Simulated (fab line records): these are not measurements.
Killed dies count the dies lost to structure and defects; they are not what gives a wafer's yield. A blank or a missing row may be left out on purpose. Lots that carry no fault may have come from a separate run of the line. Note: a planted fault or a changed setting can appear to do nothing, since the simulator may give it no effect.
fab line records	flow sky130
[record] lots = 14	wafers = 42	lastDay = 50
route steps=708 shown VIA1@481 METAL2@485 VIA2@521 METAL3@532
lots with no fault: from the same line, run without faults
startH: hours from the record's opening day to when the first of the lot's shown wafers began	waitH: time in hours since the lot's previous step	" identical to the entry in the row above	L1.1+2: a single row standing in for several wafers	- no value, or no start was given	* or withheld: withheld	< > ~ a bound
route shown NAME@n: NAME is a module with steps in the file, n the number in the route of the first one	usual: average and standard deviation across the fault-free wafers	same: alike in all rows	chamber/n: place in a boat	sites: readings site by site	_std_site: standard deviation of those values	_edge_site: inner sites' mean taken away from outer sites' mean	radiusMm: how far each site lies from the wafer's centre	mask NAME#n: copy n	behind: the most recent tool/chamber to have shaped the wafer	hold: what put the lot on hold/how long, in hours/how the hold closed	device: which transistor (n, p or np) failed to switch	end of line: at the end of the route, the tests of the same wafers	a step without rows: its recipe alone	killed: at the first sort, the dies lost to defects and structure; wafer yield is something else	map: dies across one wafer; x = killed, . = not, _ = none there
set.NAME: the setting as run; set.NAME@STEP: as run at that earlier step	model.NAME: the simulator's own value behind a step, which no gauge read
steps of the route over a sample of lots; a table a step, a row a wafer
services: when a tool's chamber went out of use (startH, in hours from the record's first day, below 0 if earlier), for how many hours, and the reason
[[steps]]
[step SKY_VIA1_THK_MEAS_23]
[recipe] thkMeasGauge = xrf	reads = W_of_VIA1_CVD_21
[usual] VIA1_W_THK = 268/4.6
lot.wafer	tool	chamber	startH	waitH	VIA1_W_THK[nm]
L928.2	filmMetro-01	-	801.40	0.1	274
L928.4	"	-	"	"	274
L928.5	"	-	"	"	274
L929.4	filmMetro-03	-	810.29	0.1	263
L929.5	"	-	"	"	265
L929.6	"	-	"	"	259
L930.1	filmMetro-01	-	824.42	0.1	271
L930.3	"	-	"	"	270
L930.6	"	-	"	"	275
L931.3	filmMetro-03	-	833.44	0.1	268
L931.4	"	-	"	"	266
L931.5	"	-	"	"	267
L934.3	filmMetro-04	-	855.97	0.1	262
L934.5	"	-	"	"	265
L934.6	"	-	"	"	266
L936.4	filmMetro-03	-	869.67	0.1	267
L936.5	"	-	"	"	263
L936.6	"	-	"	"	264
L938.2	filmMetro-04	-	885.69	0.1	267
L938.4	"	-	"	"	266
L938.5	"	-	"	"	263
L939.1	filmMetro-03	-	891.03	0.1	267
L939.2	"	-	"	"	271
L939.6	"	-	"	"	272
L940.1	filmMetro-03	-	900.50	0.1	257
L940.5	"	-	"	"	264
L940.6	"	-	"	"	260
L945.1	filmMetro-04	-	933.99	0.1	262
L945.4	"	-	"	"	265
L945.6	"	-	"	"	267
L946.2	filmMetro-04	-	943.32	0.1	261
L946.3	"	-	"	"	264
L946.5	"	-	"	"	261
L947.2	filmMetro-01	-	945.14	0.1	277
L947.5	"	-	"	"	272
L947.6	"	-	"	"	274
L948.1	filmMetro-01	-	954.38	0.1	272
L948.2	"	-	"	"	279
L948.5	"	-	"	"	270
L949.2	filmMetro-01	-	960.97	0.1	267
L949.3	"	-	"	"	268
L949.6	"	-	"	"	270
[step SKY_METAL2_SPUTTER_02]
[recipe] material = AlCu	targetThkNm = 250	powerW = 10600	timeS = 13.3	chamberPressurePa = 0.4
[usual] cathodeDcPowerW = 10600/2.1	throttleValvePct = 30.5/1.2
lot.wafer	tool	chamber	startH	waitH	cathodeDcPowerW	throttleValvePct
L928.2	pvdSputter-01	-	801.79	0.0	10603	28.8
L928.4	"	-	"	"	10599	30.7
L928.5	"	-	"	"	10602	31.7
L929.4	pvdSputter-04	-	810.67	0.0	10599	29.7
L929.5	"	-	"	"	10600	32.6
L929.6	"	-	"	"	10599	28.9
L930.1	pvdSputter-03	-	824.83	0.0	10600	31.0
L930.3	"	-	"	"	10601	29.8
L930.6	"	-	"	"	10602	30.7
L931.3	pvdSputter-03	-	833.83	0.0	10602	31.1
L931.4	"	-	"	"	10599	30.7
L931.5	"	-	"	"	10601	29.9
L934.3	pvdSputter-01	-	856.36	0.0	10599	31.7
L934.5	"	-	"	"	10599	31.9
L934.6	"	-	"	"	10599	30.4
L936.4	pvdSputter-03	-	870.05	0.0	10603	30.1
L936.5	"	-	"	"	10601	31.1
L936.6	"	-	"	"	10600	29.5
L938.2	pvdSputter-03	-	886.09	0.0	10598	31.0
L938.4	"	-	"	"	10600	30.2
L938.5	"	-	"	"	10600	30.8
L939.1	pvdSputter-03	-	891.44	0.0	10600	30.7
L939.2	"	-	"	"	10601	31.1
L939.6	"	-	"	"	10596	30.2
L940.1	pvdSputter-04	-	900.91	0.0	10596	29.9
L940.5	"	-	"	"	10600	28.8
L940.6	"	-	"	"	10594	30.9
L945.1	pvdSputter-04	-	934.40	0.0	10598	28.7
L945.4	"	-	"	"	10603	32.7
L945.6	"	-	"	"	10601	32.6
L946.2	pvdSputter-01	-	943.72	0.0	10599	31.1
L946.3	"	-	"	"	10600	32.2
L946.5	"	-	"	"	10600	31.0
L947.2	pvdSputter-04	-	945.54	0.0	10599	28.9
L947.5	"	-	"	"	10599	32.5
L947.6	"	-	"	"	10598	28.7
L948.1	pvdSputter-03	-	954.79	0.0	10598	30.4
L948.2	"	-	"	"	10601	30.8
L948.5	"	-	"	"	10600	30.7
L949.2	pvdSputter-01	-	961.36	0.0	10600	28.6
L949.3	"	-	"	"	10602	31.7
L949.6	"	-	"	"	10602	28.5
[step SKY_METAL2_SPUTTER_04]
[recipe] material = TiN	targetThkNm = 70	powerW = 6500	timeS = 58.3	chamberPressurePa = 0.4
[usual] cathodeDcPowerW = 6500.0/1.2	throttleValvePct = 30.5/1.2
lot.wafer	tool	chamber	startH	waitH	cathodeDcPowerW	throttleValvePct
L928.2	pvdSputter-01	-	801.84	0.0	6501.8	28.6
L928.4	"	-	"	"	6498.1	30.8
L928.5	"	-	"	"	6500.4	31.6
L929.4	pvdSputter-04	-	810.71	0.0	6499.5	29.7
L929.5	"	-	"	"	6500.3	32.4
L929.6	"	-	"	"	6500.1	28.6
L930.1	pvdSputter-03	-	824.87	0.0	6501.6	30.8
L930.3	"	-	"	"	6498.4	29.4
L930.6	"	-	"	"	6501.5	30.9
L931.3	pvdSputter-03	-	833.87	0.0	6501.1	31.0
L931.4	"	-	"	"	6500.0	30.9
L931.5	"	-	"	"	6498.2	30.3
L934.3	pvdSputter-01	-	856.40	0.0	6499.3	31.9
L934.5	"	-	"	"	6500.2	31.9
L934.6	"	-	"	"	6498.8	30.7
L936.4	pvdSputter-03	-	870.09	0.0	6499.3	29.7
L936.5	"	-	"	"	6499.3	31.0
L936.6	"	-	"	"	6499.5	29.7
L938.2	pvdSputter-03	-	886.13	0.0	6500.0	31.0
L938.4	"	-	"	"	6501.7	30.1
L938.5	"	-	"	"	6499.6	31.0
L939.1	pvdSputter-03	-	891.48	0.0	6499.3	30.9
L939.2	"	-	"	"	6500.1	31.0
L939.6	"	-	"	"	6499.9	30.1
L940.1	pvdSputter-04	-	900.95	0.0	6499.1	29.8
L940.5	"	-	"	"	6501.3	28.9
L940.6	"	-	"	"	6500.4	30.9
L945.1	pvdSputter-04	-	934.44	0.0	6499.6	28.8
L945.4	"	-	"	"	6499.2	32.6
L945.6	"	-	"	"	6502.0	32.5
L946.2	pvdSputter-01	-	943.76	0.0	6499.1	31.7
L946.3	"	-	"	"	6497.1	32.0
L946.5	"	-	"	"	6499.5	31.3
L947.2	pvdSputter-04	-	945.59	0.0	6501.1	28.9
L947.5	"	-	"	"	6499.4	32.8
L947.6	"	-	"	"	6501.3	28.7
L948.1	pvdSputter-03	-	954.84	0.0	6498.6	30.0
L948.2	"	-	"	"	6499.5	31.0
L948.5	"	-	"	"	6499.3	31.1
L949.2	pvdSputter-01	-	961.41	0.0	6500.1	28.5
L949.3	"	-	"	"	6501.6	32.0
L949.6	"	-	"	"	6498.7	28.7
[step SKY_VIA2_ETCH_14]
[recipe] chemistry = N2/H2	target = BARC	ionEnergyEv = 200	sourceW = 500	biasW = 100	pressureMtorr = 30	n2FlowSccm = 100	h2FlowSccm = 200	stopOn = SiO2	timeS = 45.9	targetDepthA = 600
[usual] biasW = 100.0/0.3	drypumpMotorCurrentA = 5.8/0.48	oesProductAu = 0.855/0.0045	runLengthS = 74.3/0.56	throttleValvePct = 13.224/0.01
lot.wafer	tool	chamber	startH	waitH	biasW	drypumpMotorCurrentA	oesProductAu	rfHoursCounterH	runLengthS	throttleValvePct
L928.2	rieDiel-01	2	856.37	0.0	100.3	4.8	0.861	18	75.0	13.237
L928.4	"	0	"	"	100.0	6.2	0.858	24	74.4	13.227
L928.5	"	0	"	"	100.3	6.2	0.857	-	74.7	13.201
L929.4	rieDiel-01	3	864.93	0.0	100.2	6.1	0.863	14	73.8	13.211
L929.5	"	3	"	"	100.1	6.1	0.859	-	73.8	13.235
L929.6	"	0	"	"	100.2	6.2	0.851	-	74.3	13.226
L930.1	rieDiel-04	1	878.98	0.0	100.4	5.9	0.855	3	73.9	13.214
L930.3	"	3	"	"	99.7	6.5	0.859	7	73.8	13.216
L930.6	"	0	"	"	99.9	5.0	0.853	-	75.1	13.212
L931.3	rieDiel-03	3	886.92	0.0	99.5	5.7	0.863	12	73.9	13.216
L931.4	"	3	"	"	100.1	5.7	0.856	-	73.8	13.217
L931.5	"	0	"	"	100.1	6.1	0.858	-	73.7	13.221
L934.3	rieDiel-01	2	909.03	0.0	100.4	4.9	0.853	20	74.6	13.251
L934.5	"	1	"	"	99.8	6.2	0.856	-	74.0	13.233
L934.6	"	2	"	"	100.0	4.8	0.859	-	74.4	13.222
L936.4	rieDiel-01	3	921.12	0.0	-	6.2	0.989	16	56.7	13.236
L936.5	"	1	"	"	-	6.2	1.011	-	56.6	13.252
L936.6	"	0	"	"	-	6.2	1.005	-	57.4	13.236
L938.2	rieDiel-03	0	938.09	0.0	99.5	6.1	0.854	15	73.9	13.221
L938.4	"	2	"	"	99.8	5.4	0.849	22	74.1	13.230
L938.5	"	3	"	"	100.1	5.7	0.860	-	74.3	13.232
L939.1	rieDiel-01	2	942.43	0.0	-	4.8	0.988	21	57.4	13.241
L939.2	"	3	"	"	-	6.1	0.980	16	56.5	13.239
L939.6	"	0	"	"	-	6.2	1.005	-	57.3	13.246
L940.1	rieDiel-03	2	952.14	0.0	100.0	5.4	0.851	22	74.2	13.233
L940.5	"	1	"	"	99.7	5.9	0.852	-	74.9	13.222
L940.6	"	2	"	"	99.8	5.3	0.853	-	74.0	13.213
L945.1	rieDiel-04	0	984.07	0.0	100.1	5.1	0.861	8	75.0	13.230
L945.4	"	0	"	"	100.2	5.0	0.855	-	75.4	13.204
L945.6	"	3	"	"	99.3	6.4	0.852	-	73.6	13.219
L946.2	rieDiel-04	3	993.38	0.0	100.7	6.5	0.857	11	73.6	13.235
L946.3	"	0	"	"	99.9	5.1	0.854	8	75.3	13.228
L946.5	"	0	"	"	99.9	5.1	0.853	-	75.8	13.222
L947.2	rieDiel-03	3	994.08	0.0	100.1	5.7	0.851	15	74.3	13.207
L947.5	"	3	"	"	100.1	5.7	0.851	-	73.9	13.213
L947.6	"	1	"	"	100.1	5.9	0.851	-	75.8	13.232
L948.1	rieDiel-03	3	1003.67	0.0	100.0	5.7	0.851	16	73.9	13.220
L948.2	"	1	"	"	100.2	5.9	0.855	18	75.0	13.215
L948.5	"	3	"	"	100.2	5.7	0.861	-	73.9	13.223
L949.2	rieDiel-03	1	1009.34	0.0	100.1	5.9	0.852	18	75.0	13.241
L949.3	"	0	"	"	100.0	6.2	0.846	18	73.7	13.220
L949.6	"	3	"	"	100.3	5.7	0.850	-	73.9	13.234
[step SKY_VIA2_ETCH_15]
[recipe] target = SiO2	chemistry = C4F8/O2/Ar	targetDepthNm = 546	stopOn = TiN	maskMaterial = KrF-thick	sourceW = 1500	biasW = 1200	pressureMtorr = 40	c4f8FlowSccm = withheld	O2_flow_sccm = 6	Ar_flow_sccm = 300	timeS = 84
[usual] biasW = 1200/4	oesProductAu = 0.940/0.005	runLengthS = 112.4/0.53
lot.wafer	tool	chamber	startH	waitH	biasW	oesProductAu	rfHoursCounterH	runLengthS
L928.2	rieDiel-01	2	856.41	0.0	1197	0.935	18	113.0
L928.4	"	0	"	"	1204	0.942	24	112.6
L928.5	"	0	"	"	1197	0.938	-	112.3
L929.4	rieDiel-01	3	864.97	0.0	1203	0.937	14	111.7
L929.5	"	3	"	"	1202	0.940	-	111.7
L929.6	"	0	"	"	1202	0.925	-	112.9
L930.1	rieDiel-04	1	879.02	0.0	1197	0.942	3	112.4
L930.3	"	3	"	"	1202	0.937	7	112.1
L930.6	"	0	"	"	1205	0.941	-	113.7
L931.3	rieDiel-03	3	886.96	0.0	1208	0.929	12	112.0
L931.4	"	3	"	"	1199	0.942	-	112.2
L931.5	"	0	"	"	1200	0.936	-	112.3
L934.3	rieDiel-01	2	909.07	0.0	1200	0.949	20	112.8
L934.5	"	1	"	"	1199	0.937	-	112.0
L934.6	"	2	"	"	1202	0.938	-	113.2
L936.4	rieDiel-01	3	921.16	0.0	1191	0.427	16	111.7
L936.5	"	1	"	"	1206	0.489	-	111.8
L936.6	"	0	"	"	1199	0.451	-	112.4
L938.2	rieDiel-03	0	938.13	0.0	1198	0.929	15	112.4
L938.4	"	2	"	"	1201	0.937	22	112.6
L938.5	"	3	"	"	1195	0.938	-	112.3
L939.1	rieDiel-01	2	942.47	0.0	1201	0.404	21	112.9
L939.2	"	3	"	"	1198	0.396	16	111.9
L939.6	"	0	"	"	1193	0.436	-	112.6
L940.1	rieDiel-03	2	952.18	0.0	1206	0.947	22	112.2
L940.5	"	1	"	"	1195	0.928	-	113.0
L940.6	"	2	"	"	1206	0.939	-	112.3
L945.1	rieDiel-04	0	984.13	0.0	1205	0.939	8	113.1
L945.4	"	0	"	"	1200	0.944	-	113.4
L945.6	"	3	"	"	1201	0.940	-	111.8
L946.2	rieDiel-04	3	993.42	0.0	1193	0.927	11	112.4
L946.3	"	0	"	"	1195	0.940	8	113.3
L946.5	"	0	"	"	1205	0.938	-	113.3
L947.2	rieDiel-03	3	994.12	0.0	1206	0.941	15	112.2
L947.5	"	3	"	"	1203	0.939	-	111.9
L947.6	"	1	"	"	1206	0.948	-	113.4
L948.1	rieDiel-03	3	1003.71	0.0	1195	0.943	16	112.0
L948.2	"	1	"	"	1198	0.951	18	113.4
L948.5	"	3	"	"	1202	0.944	-	112.4
L949.2	rieDiel-03	1	1009.38	0.0	1197	0.941	18	113.0
L949.3	"	0	"	"	1195	0.937	18	112.5
L949.6	"	3	"	"	1195	0.936	-	112.3
[step SKY_VIA2_STRIP_16]
[recipe] chemistry = O2/N2	powerW = 1400	pressureMtorr = 1500	platenTempC = withheld	o2FlowSccm = 3000	n2FlowSccm = 300	overashFraction = 0.5
[usual] drypumpMotorCurrentA = 5.6/0.36	oesProductAu = 0.399/0.0047	stripTimeToEndpointS = 4.052/0.026
lot.wafer	tool	chamber	startH	waitH	drypumpMotorCurrentA	oesProductAu	rfHoursCounterH	stripTimeToEndpointS
L928.2	plasmaAsher-02	0	856.48	0.0	5.3	0.400	40	4.066
L928.4	"	0	"	"	5.3	0.406	-	4.057
L928.5	"	1	"	"	5.4	0.398	-	4.079
L929.4	plasmaAsher-01	1	865.07	0.1	6.2	0.393	-	4.089
L929.5	"	1	"	"	6.2	0.401	-	4.083
L929.6	"	0	"	"	5.4	0.402	-	4.067
L930.1	plasmaAsher-02	0	879.09	0.0	5.3	0.401	42	4.080
L930.3	"	1	"	"	5.4	0.396	-	4.119
L930.6	"	0	"	"	5.3	0.399	-	4.016
L931.3	plasmaAsher-03	0	887.06	0.1	5.9	0.402	-	4.071
L931.4	"	1	"	"	5.3	0.407	-	4.073
L931.5	"	1	"	"	5.3	0.397	-	4.062
L934.3	plasmaAsher-01	0	909.17	0.1	5.4	0.405	-	4.086
L934.5	"	0	"	"	5.4	0.396	-	4.050
L934.6	"	1	"	"	6.2	0.399	-	4.057
L936.4	plasmaAsher-02	0	921.26	0.1	5.3	0.409	-	4.258
L936.5	"	0	"	"	5.3	0.405	-	4.220
L936.6	"	1	"	"	5.4	0.401	-	4.247
L938.2	plasmaAsher-02	0	938.19	0.0	5.3	0.398	49	4.030
L938.4	"	1	"	"	5.4	0.405	-	4.061
L938.5	"	0	"	"	5.3	0.400	-	4.055
L939.1	plasmaAsher-03	1	942.54	0.0	5.3	0.410	76	4.244
L939.2	"	0	"	"	5.8	0.409	76	4.222
L939.6	"	0	"	"	5.9	0.410	-	4.219
L940.1	plasmaAsher-02	0	952.24	0.0	5.3	0.387	50	4.051
L940.5	"	0	"	"	5.3	0.399	-	4.045
L940.6	"	1	"	"	5.4	0.402	-	4.044
L945.1	plasmaAsher-03	0	984.23	0.1	5.9	0.397	80	4.010
L945.4	"	0	"	"	5.9	0.403	-	4.038
L945.6	"	0	"	"	5.9	0.407	-	4.073
L946.2	plasmaAsher-01	1	993.49	0.0	6.2	0.401	119	4.085
L946.3	"	1	"	"	6.2	0.399	-	4.008
L946.5	"	0	"	"	5.4	0.393	-	4.020
L947.2	plasmaAsher-03	1	994.19	0.0	5.2	0.398	81	4.048
L947.5	"	0	"	"	5.9	0.401	-	4.045
L947.6	"	1	"	"	5.2	0.407	-	4.041
L948.1	plasmaAsher-01	1	1003.78	0.0	6.2	0.392	120	4.045
L948.2	"	0	"	"	5.4	0.393	120	4.010
L948.5	"	0	"	"	5.5	0.393	-	4.047
L949.2	plasmaAsher-03	0	1009.45	0.0	5.9	0.399	83	4.022
L949.3	"	1	"	"	5.3	0.403	-	4.006
L949.6	"	0	"	"	5.9	0.398	-	4.040
[step SKY_METAL3_SPUTTER_00]
[recipe] material = Ti	targetThkNm = 15	powerW = 3000	timeS = 10	chamberPressurePa = 0.4
[usual] cathodeDcPowerW = 3000.0/0.56	throttleValvePct = 30.5/1
lot.wafer	tool	chamber	startH	waitH	cathodeDcPowerW	throttleValvePct
L928.2	pvdSputter-03	-	857.75	0.2	3000.1	30.8
L928.4	"	-	"	"	3000.1	30.3
L928.5	"	-	"	"	3000.4	30.2
L929.4	pvdSputter-03	-	866.84	0.1	3000.7	31.1
L929.5	"	-	"	"	3000.5	30.8
L929.6	"	-	"	"	2998.3	29.8
L930.1	pvdSputter-03	-	880.35	0.1	3000.2	31.0
L930.3	"	-	"	"	2999.7	29.4
L930.6	"	-	"	"	2999.5	31.0
L931.3	pvdSputter-04	-	888.29	0.2	2998.7	32.6
L931.4	"	-	"	"	3000.1	30.7
L931.5	"	-	"	"	2999.7	31.1
L934.3	pvdSputter-02	-	910.40	0.2	3000.4	30.4
L934.5	"	-	"	"	3000.7	30.5
L934.6	"	-	"	"	3000.1	30.4
L938.2	pvdSputter-04	-	939.52	0.2	2999.9	32.6
L938.4	"	-	"	"	3000.2	29.1
L938.5	"	-	"	"	2999.9	32.8
L940.1	pvdSputter-02	-	953.54	0.1	3000.4	30.3
L940.5	"	-	"	"	3000.0	30.4
L940.6	"	-	"	"	3000.8	29.9
L945.1	pvdSputter-04	-	985.49	0.1	2999.8	29.7
L945.4	"	-	"	"	2999.7	31.0
L945.6	"	-	"	"	2999.8	28.9
L946.2	pvdSputter-04	-	994.84	0.2	3000.7	28.8
L946.3	"	-	"	"	2999.7	32.5
L946.5	"	-	"	"	2999.7	29.8
L947.2	pvdSputter-03	-	995.45	0.1	2999.6	30.9
L947.5	"	-	"	"	2999.5	29.9
L947.6	"	-	"	"	3000.9	30.8
L948.1	pvdSputter-03	-	1005.14	0.1	3000.8	31.0
L948.2	"	-	"	"	2999.8	31.2
L948.5	"	-	"	"	3000.5	30.8
L949.2	pvdSputter-03	-	1010.79	0.1	2999.7	31.1
L949.3	"	-	"	"	3000.5	29.5
L949.6	"	-	"	"	3000.1	29.4
[[services]]
tool	chamber	startH	hours	kind
rieDiel-03	0	792.33	14.0	repair
rieDiel-01	3	795.34	8.8	repair
rieDiel-04	1	800.22	8.2	repair
pvdSputter-03	-	802.00	1.0	repair
pvdSputter-04	-	817.12	1.9	repair
pvdSputter-01	-	821.23	1.0	repair
rieDiel-04	2	842.39	7.5	repair
rieDiel-04	2	854.87	1.9	repair
rieDiel-04	1	861.82	5.2	repair
rieDiel-03	1	862.36	25.6	repair
plasmaAsher-03	-	877.48	1.0	repair
rieDiel-04	0	880.77	4.7	repair
rieDiel-03	-	881.04	0.2	repair
pvdSputter-03	-	891.88	2.8	repair
rieDiel-04	3	898.14	1.9	repair
plasmaAsher-03	-	907.12	14.6	pm
rieDiel-03	3	907.79	4.5	repair
rieDiel-03	0	923.08	4.2	repair
rieDiel-04	0	956.46	6.5	repair
rieDiel-04	2	961.79	48.2	repair
rieDiel-01	3	966.64	46.5	repair
rieDiel-04	1	975.80	12.0	repair
rieDiel-03	2	976.40	111.1	repair
rieDiel-01	-	993.07	14.6	pm
[[key]]
[firstSign] step = SKY_VIA2_ETCH_14	reading = oesProductAu	direction = up	sigmas = 32	usual = 0.855	struck = 0.996
[effect] step = SKY_VIA2_ETCH_14	reading = runLengthS	direction = down	sigmas = 31	usual = *	struck = *
[effect] step = SKY_VIA2_ETCH_15	reading = oesProductAu	direction = down	sigmas = 99+	usual = 0.940	struck = 0.434
[effect] step = SKY_VIA2_STRIP_16	reading = stripTimeToEndpointS	direction = up	sigmas = 7	usual = *	struck = *
[effect] step = SKY_METAL3_SPUTTER_00	reading = visit	direction = missing
metAt SKY_VIA2_ETCH_14
struckLots L936,L939
laterRowsLeftOut L936.4,L936.5,L936.6,L939.1,L939.2,L939.6
sortLeftOut L936.4,L936.5,L936.6,L939.1,L939.2,L939.6
notActingAt SKY_VIA1_THK_MEAS_23,SKY_METAL2_SPUTTER_02,SKY_METAL2_SPUTTER_04
onsetBetween 909.03 921.12
[fault] kind = processParameterDrift	tool = rieDiel-01	chamber = -	onsetH = 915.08	steps = SKY_VIA2_ETCH_14	channel = timeS	offset = *	shape = step	endH = 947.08	actsIn = *	stated = *
// sortLeftOut: the simulated sort isn't trusted on such a fault, so these wafers' sort isn't shown, and their yield isn't known
// laterRowsLeftOut: the simulator's readings of these wafers behind a module that went badly wrong aren't trusted and aren't shown, but for the sort
